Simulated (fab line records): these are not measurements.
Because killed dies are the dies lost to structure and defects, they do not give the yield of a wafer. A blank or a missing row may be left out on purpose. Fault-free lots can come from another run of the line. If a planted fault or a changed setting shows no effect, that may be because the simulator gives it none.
Which tool was responsible? -- flow gf180mcu -- 36 wafers from 12 lots sampled at 6 of the route's 602 steps

## WHAT EACH GAUGE READ, for each wafer
GF_CONTACT_THK_MEAS_01.
lot,measured,on,CONTACT_CVD_00_THK (nm)
L898,day 15 18:07,film-metro-03,293 299 294
L899,day 15 21:00,film-metro-03,310 301 305
L904,day 17 13:31,film-metro-04,305 300 299
L905,day 18 03:19,film-metro-04,305 305 306
L906,day 18 07:13,film-metro-04,298 296 296
L909,day 19 13:58,film-metro-03,300 303 300
L914,day 21 02:46,film-metro-01,303 304 303
L915,day 21 16:45,film-metro-01,295 295 299
L916,day 21 23:41,film-metro-01,297 291 292
L917,day 22 05:02,film-metro-03,296 301 295
L918,day 22 12:12,film-metro-01,298 302 296
L919,day 22 21:46,film-metro-04,296 298 300

GF_CONTACT_RS_MEAS_25: measurement is done with a four-point probe.
lot,measured,on,CONTACT_W_RS (ohm/sq)
L898,day 16 18:06,film-metro-03,0.387 0.391 0.388
L899,day 16 21:32,film-metro-04,0.388 0.389 0.389
L904,day 18 14:12,film-metro-04,0.385 0.386 0.683
L905,day 19 04:43,film-metro-04,0.382 0.387 0.385
L906,day 19 08:35,film-metro-03,0.385 0.688 0.387
L909,day 20 15:52,film-metro-03,0.385 0.382 0.384
L914,day 22 04:07,film-metro-01,0.383 0.380 0.382
L915,day 22 16:37,film-metro-01,0.389 0.388 0.391
L916,day 23 00:00,film-metro-01,0.385 0.385 0.387
L917,day 23 05:20,film-metro-04,0.384 0.379 0.383
L918,day 23 12:25,film-metro-03,0.391 0.385 0.386
L919,day 23 21:53,film-metro-03,0.381 0.378 0.381

GF_CONTACT_THK_MEAS_26: measures by xrf.
lot,measured,on,CONTACT_W_THK (nm)
L898,day 16 18:13,film-metro-03,298 295 299
L899,day 16 21:38,film-metro-04,302 299 300
L904,day 18 14:19,film-metro-04,303 301 172
L905,day 19 04:49,film-metro-04,304 298 299
L906,day 19 08:42,film-metro-03,304 170 300
L909,day 20 15:58,film-metro-03,303 305 302
L914,day 22 04:13,film-metro-01,307 306 304
L915,day 22 16:43,film-metro-01,299 300 299
L916,day 23 00:05,film-metro-01,300 300 298
L917,day 23 05:28,film-metro-04,306 309 305
L918,day 23 12:31,film-metro-03,294 300 297
L919,day 23 21:59,film-metro-03,300 303 301

## WHICH TOOL RAN EACH LOT (tool, then ch and the chambers of the sampled wafers, then the start)
lot,GF_SALICIDE_SPUTTER_03,GF_CONTACT_SPUTTER_23,GF_CONTACT_CVD_24
L898,"pvd-sputter-01, day 15 17:32","pvd-sputter-03, day 16 17:56","cvd-w-01 ch 0,1, day 16 17:59"
L899,"pvd-sputter-04, day 15 20:27","pvd-sputter-01, day 16 21:22","cvd-w-02 ch 0,1, day 16 21:25"
L904,"pvd-sputter-01, day 17 12:58","pvd-sputter-03, day 18 14:02","cvd-w-01 ch 0,1, day 18 14:05"
L905,"pvd-sputter-01, day 18 02:39","pvd-sputter-03, day 19 04:32","cvd-w-02 ch 0,1, day 19 04:37"
L906,"pvd-sputter-04, day 18 06:40","pvd-sputter-01, day 19 08:26","cvd-w-01 ch 0,1, day 19 08:28"
L909,"pvd-sputter-03, day 19 13:24","pvd-sputter-03, day 20 15:40","cvd-w-02 ch 0,1, day 20 15:45"
L914,"pvd-sputter-01, day 21 02:12","pvd-sputter-01, day 22 03:56","cvd-w-01 ch 0,1, day 22 04:01"
L915,"pvd-sputter-01, day 21 16:12","pvd-sputter-02, day 22 16:27","cvd-w-01 ch 0, day 22 16:29"
L916,"pvd-sputter-03, day 21 23:07","pvd-sputter-01, day 22 23:48","cvd-w-01 ch 0,1, day 22 23:53"
L917,"pvd-sputter-03, day 22 04:30","pvd-sputter-03, day 23 05:12","cvd-w-01 ch 0,1, day 23 05:14"
L918,"pvd-sputter-03, day 22 11:38","pvd-sputter-02, day 23 12:14","cvd-w-01 ch 0,1, day 23 12:19"
L919,"pvd-sputter-01, day 22 21:13","pvd-sputter-02, day 23 21:43","cvd-w-01 ch 0,1, day 23 21:46"
- GF_SALICIDE_SPUTTER_03: material TiN, target thk 20 nm, time 16.7 s.
- GF_CONTACT_SPUTTER_23: material TiN, target thk 10 nm, time 40 s.
- GF_CONTACT_CVD_24: deposits W, target thk 300 nm, time 90.339 s.

## AS READ BY THE TOOLS THEMSELVES (means over the sampled wafers that have a number; for cases with no such wafer, the mark the record gives instead)
GF_SALICIDE_SPUTTER_03.
lot,tool,throttle-valve-pct (%)
L898,pvd-sputter-01,31.9
L899,pvd-sputter-04,29.2
L904,pvd-sputter-01,31.2
L905,pvd-sputter-01,31.2
L906,pvd-sputter-04,30.9
L909,pvd-sputter-03,29.6
L914,pvd-sputter-01,31.2
L915,pvd-sputter-01,30.5
L916,pvd-sputter-03,29.7
L917,pvd-sputter-03,29.6
L918,pvd-sputter-03,29.3
L919,pvd-sputter-01,30.8

GF_CONTACT_SPUTTER_23.
lot,tool,throttle-valve-pct (%)
L898,pvd-sputter-03,28.4
L899,pvd-sputter-01,31.3
L904,pvd-sputter-03,29.6
L905,pvd-sputter-03,29.1
L906,pvd-sputter-01,30.9
L909,pvd-sputter-03,29.0
L914,pvd-sputter-01,30.8
L915,pvd-sputter-02,30.1
L916,pvd-sputter-01,31.1
L917,pvd-sputter-03,30.0
L918,pvd-sputter-02,30.3
L919,pvd-sputter-02,30.7

GF_CONTACT_CVD_24.
lot,tool,heater-power-w (W),susceptor-temp-C (C)
L898,cvd-w-01,943,400.21
L899,cvd-w-02,862,399.94
L904,cvd-w-01,901,389.59
L905,cvd-w-02,821,400.14
L906,cvd-w-01,907,389.95
L909,cvd-w-02,864,400.03
L914,cvd-w-01,956,399.79
L915,cvd-w-01,961,399.92
L916,cvd-w-01,952,400.37
L917,cvd-w-01,951,400.17
L918,cvd-w-01,951,400.08
L919,cvd-w-01,964,399.92

## THE ANSWER, worked out from the rows above alone
Rule: the usual values come from the lots themselves. The widest of any qualifying gaps counts: lots, ordered by their means at a reading, are off when they make up no more than a third of the lots, leave a main group of 4 or more, and stand apart from it by 3 or more times the standard deviation of that group's means. A main group whose means are all the same, to the digits that the tables above print for the reading, isn't used. Also off: a lot with no number at a reading for which 4 or more lots have one. The other lots that the step has rows for count as sound. First the gauges in route order, then the tools' own readings, where a lot's mean is used as printed above. At the first step where some lot is off, the reading lying furthest off is the one used; lots without a number count as furthest.
Off: L904, L906, seen at GF_CONTACT_RS_MEAS_25 (CONTACT_W_RS). Main group: mean 0.385 ohm/sq, sd 0.0031.
If a tool, at a process step before that reading, ran all the lots that are off and no sound lot after the first of them, it fits. Not tried: the gauges at GF_CONTACT_RS_MEAS_25; whatever is off there is also off at GF_CONTACT_CVD_24, on other tools, and gauge error can't account for it. None of those tried fits.

## WHAT THE SIMULATOR PUT IN
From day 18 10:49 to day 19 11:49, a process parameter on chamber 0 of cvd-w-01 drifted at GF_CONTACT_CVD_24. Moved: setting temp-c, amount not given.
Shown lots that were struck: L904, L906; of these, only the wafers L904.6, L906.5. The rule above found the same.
